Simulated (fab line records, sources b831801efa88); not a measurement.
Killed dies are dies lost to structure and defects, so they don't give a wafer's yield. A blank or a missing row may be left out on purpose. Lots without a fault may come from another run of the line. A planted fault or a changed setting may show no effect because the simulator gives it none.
Which tool did it? | flow sky130 | 12 lots, 36 wafers sampled, at 6 steps of a route of 708

WHAT THE GAUGES READ, wafer by wafer
SKY_FIELD_ISO_THK_MEAS_02. Usual: FIELD_ISO_OXIDATION_00_THK 12.05 nm, standard deviation 0.24.
lot  | measured    | on            | FIELD_ISO_OXIDATION_00_THK (nm) | flag
L986 | day 1 16:53 | film_metro-03 | 12.01 12.28 12.43               |
L987 | day 1 22:43 | film_metro-02 | 12.59 12.34 12.67               |
L989 | day 2 07:38 | film_metro-03 | 11.90 11.83 11.90               |
L990 | day 2 12:38 | film_metro-01 | 12.04 11.99 12.00               |
L992 | day 2 22:38 | film_metro-03 | 12.07 12.24 11.94               |
L994 | day 3 08:38 | film_metro-03 | 12.35 12.26 12.11               |
L995 | day 3 15:27 | film_metro-02 | 12.30 12.19 12.07               |
L996 | day 3 22:13 | film_metro-03 | 11.90 12.05 11.75               |
L999 | day 4 09:43 | film_metro-02 | 12.49 12.19 12.12               |
L100 | day 4 14:42 | film_metro-01 | 11.91 11.95 12.00               |
L106 | day 5 20:39 | film_metro-03 | 11.87 11.65 11.83               |
L108 | day 6 06:41 | film_metro-03 | 12.01 12.06 12.08               |

SKY_FIELD_ISO_THK_MEAS_25. Usual: FIELD_ISO_CVD_24_THK 594 nm, standard deviation 6.3.
lot  | measured    | on            | FIELD_ISO_CVD_24_THK (nm) | flag
L986 | day 2 12:52 | film_metro-02 | 594 580 594               |
L987 | day 2 18:57 | film_metro-03 | 585 583 590               |
L989 | day 3 09:56 | film_metro-01 | 583 581 593               |
L990 | day 3 13:58 | film_metro-03 | 593 603 595               |
L992 | day 3 22:49 | film_metro-01 | 603 594 600               |
L994 | day 4 08:20 | film_metro-03 | 591 603 602               |
L995 | day 4 15:13 | film_metro-02 | 596 607 602               |
L996 | day 4 20:58 | film_metro-03 | 589 590 593               |
L999 | day 5 09:04 | film_metro-01 | 590 595 589               |
L100 | day 5 15:09 | film_metro-01 | 595 587 594               |
L106 | day 6 22:58 | film_metro-02 | 599 597 585               |
L108 | day 7 08:23 | film_metro-02 | 589 581 583               |

SKY_NWELL_OVL_MEAS_23. Usual: NWELL_01_OVL -0.7 nm, standard deviation 1.4.
lot  | measured     | on         | NWELL_01_OVL (nm) | flag
L986 | day 5 23:46  | overlay-01 | 0.6 -3.0 0.0      |
L987 | day 6 04:09  | overlay-02 | -0.2 0.8 1.3      |
L989 | day 7 00:53  | overlay-01 | -0.5 -3.1 -3.0    |
L990 | day 7 08:41  | overlay-01 | 0.3 -2.0 -1.3     |
L992 | day 7 17:35  | overlay-01 | 0.0 0.1 0.0       |
L994 | day 8 02:20  | overlay-01 | -0.2 -0.6 -1.6    |
L995 | day 8 08:29  | overlay-01 | -0.1 -1.7 -2.6    |
L996 | day 8 17:36  | overlay-02 | 0.0 -0.3 -0.6     |
L999 | day 9 06:31  | overlay-02 | - - -             | OFF
L100 | day 9 13:14  | overlay-02 | 1.3 1.2 1.3       |
L106 | day 11 00:21 | overlay-01 | 0.2 -2.6 -1.5     |
L108 | day 11 10:02 | overlay-02 | -1.7 -0.8 -2.0    |

SKY_NWELL_TW_MEAS_26. Usual: NWELL_2_TW 493.2, standard deviation 2.8.
lot  | measured     | on            | NWELL_2_TW                    | flag
L986 | day 6 00:03  | film_metro-03 | 487.4 486.9 488.5             |
L987 | day 6 04:26  | film_metro-04 | 497.7 495.2 494.5             |
L989 | day 7 01:11  | film_metro-04 | 495.0 493.7 493.0             |
L990 | day 7 08:59  | film_metro-04 | 495.9 494.2 494.1             |
L992 | day 7 17:53  | film_metro-04 | 494.2 494.0 495.7             |
L994 | day 8 02:38  | film_metro-04 | 491.0 495.2 497.0             |
L995 | day 8 08:47  | film_metro-03 | 495.0 497.4 495.4             |
L996 | day 8 17:54  | film_metro-04 | 493.8 491.8 494.2             |
L999 | day 9 06:48  | film_metro-03 | 29.7 29.8 29.7 29.8 29.5 29.6 | OFF
L100 | day 9 13:31  | film_metro-01 | 495.3 492.4 495.7             |
L106 | day 11 00:38 | film_metro-04 | 493.5 494.5 494.4             |
L108 | day 11 10:20 | film_metro-04 | 496.9 494.9 496.6             |

WHICH TOOL RAN EACH LOT (tool, then ch and the chambers of the sampled wafers, then the start)
lot  | SKY_FIELD_ISO_ETCH_17           | SKY_NWELL_EXPOSE_20
L986 | rie_si-02 ch 0,2,3, day 2 11:13 | iline_stepper-02 ch 0, day 5 14:07
L987 | rie_si-02 ch 0,1,2, day 2 16:34 | iline_stepper-02 ch 0, day 5 17:43
L989 | rie_si-01 ch 1,2,3, day 3 07:26 | iline_stepper-01 ch 0, day 6 14:49
L990 | rie_si-02 ch 0,1,3, day 3 11:04 | iline_stepper-01 ch 0, day 6 21:26
L992 | rie_si-01 ch 0,1,2, day 3 19:59 | iline_stepper-01 ch 0, day 7 06:25
L994 | rie_si-02 ch 0,2,3, day 4 06:41 | iline_stepper-01 ch 0, day 7 15:11
L995 | rie_si-02 ch 0,1,2, day 4 12:55 | iline_stepper-01 ch 0, day 7 20:40
L996 | rie_si-01 ch 0,1,2, day 4 18:55 | iline_stepper-02 ch 0, day 8 06:09
L999 | rie_si-02 ch 0,1,3, day 5 07:25 | iline_stepper-01 ch 0, day 8 18:32
L100 | rie_si-01 ch 0,1,2, day 5 12:52 | iline_stepper-02 ch 0, day 9 01:14
L106 | rie_si-02 ch 0,1,3, day 6 20:02 | iline_stepper-02 ch 0, day 10 13:47
L108 | rie_si-02 ch 0,1,3, day 7 06:15 | iline_stepper-01 ch 0, day 10 23:02
- SKY_FIELD_ISO_ETCH_17: etches Si in HBr/Cl2/O2, target depth 342 nm, time 97.7 s.
- SKY_NWELL_EXPOSE_20: exposes mask NWM COMPLEMENT, target cd 840 nm.

WHAT THE TOOLS THEMSELVES READ (means of the sampled wafers that have a number; where no wafer has one, the mark that the record gives instead)
SKY_FIELD_ISO_ETCH_17. Usual: drypump_motor_current_A 5.6 A, standard deviation 0.46; oes_product_au 1.001 a.u., standard deviation 0.011; throttle_valve_pct 25.656 %, standard deviation 0.011.
lot  | tool      | drypump_motor_current_A (A) | oes_product_au (a.u.) | throttle_valve_pct (%) | flag
L986 | rie_si-02 | 5.7                         | 0.998                 | 25.654                 |
L987 | rie_si-02 | 5.5                         | 1.001                 | 25.658                 |
L989 | rie_si-01 | 6.0                         | 1.007                 | 25.655                 |
L990 | rie_si-02 | 5.5                         | 0.998                 | 25.662                 |
L992 | rie_si-01 | 5.6                         | 0.998                 | 25.663                 |
L994 | rie_si-02 | 5.7                         | 0.988                 | 25.671                 |
L995 | rie_si-02 | 5.5                         | 0.998                 | 25.659                 |
L996 | rie_si-01 | 5.5                         | 1.002                 | 25.655                 |
L999 | rie_si-02 | 5.4                         | 1.009                 | 25.651                 |
L100 | rie_si-01 | 5.6                         | 0.998                 | 25.657                 |
L106 | rie_si-02 | 5.4                         | 0.999                 | 25.651                 |
L108 | rie_si-02 | 5.4                         | 1.003                 | 25.653                 |

THE ANSWER, worked out from the rows above alone
Rule: a lot is off if the mean of its wafers that have a number lies more than 3 standard deviations from the usual mean. A lot without any number at a reading at which 4 lots or more have one is off too. The other lots that the step has rows for count as sound. The gauges are gone through in route order, then the tools' own readings, and for those a lot's mean is taken as printed above. The first step at which some lot is off is used, and at that step the reading that is off furthest; a lot without a number counts as furthest.
Off: L999, at SKY_NWELL_OVL_MEAS_23 (NWELL_01_OVL). Without a number there: L999.
A tool fits if, at a process step before that reading, it ran every lot that is off, and no sound lot after the first of them. The gauges at SKY_NWELL_OVL_MEAS_23 aren't tried: what is off there is off at SKY_NWELL_TW_MEAS_26 too, on other tools, and a gauge's error can't cause that. None of those tried fits.

WHAT THE SIMULATOR HAD PUT IN
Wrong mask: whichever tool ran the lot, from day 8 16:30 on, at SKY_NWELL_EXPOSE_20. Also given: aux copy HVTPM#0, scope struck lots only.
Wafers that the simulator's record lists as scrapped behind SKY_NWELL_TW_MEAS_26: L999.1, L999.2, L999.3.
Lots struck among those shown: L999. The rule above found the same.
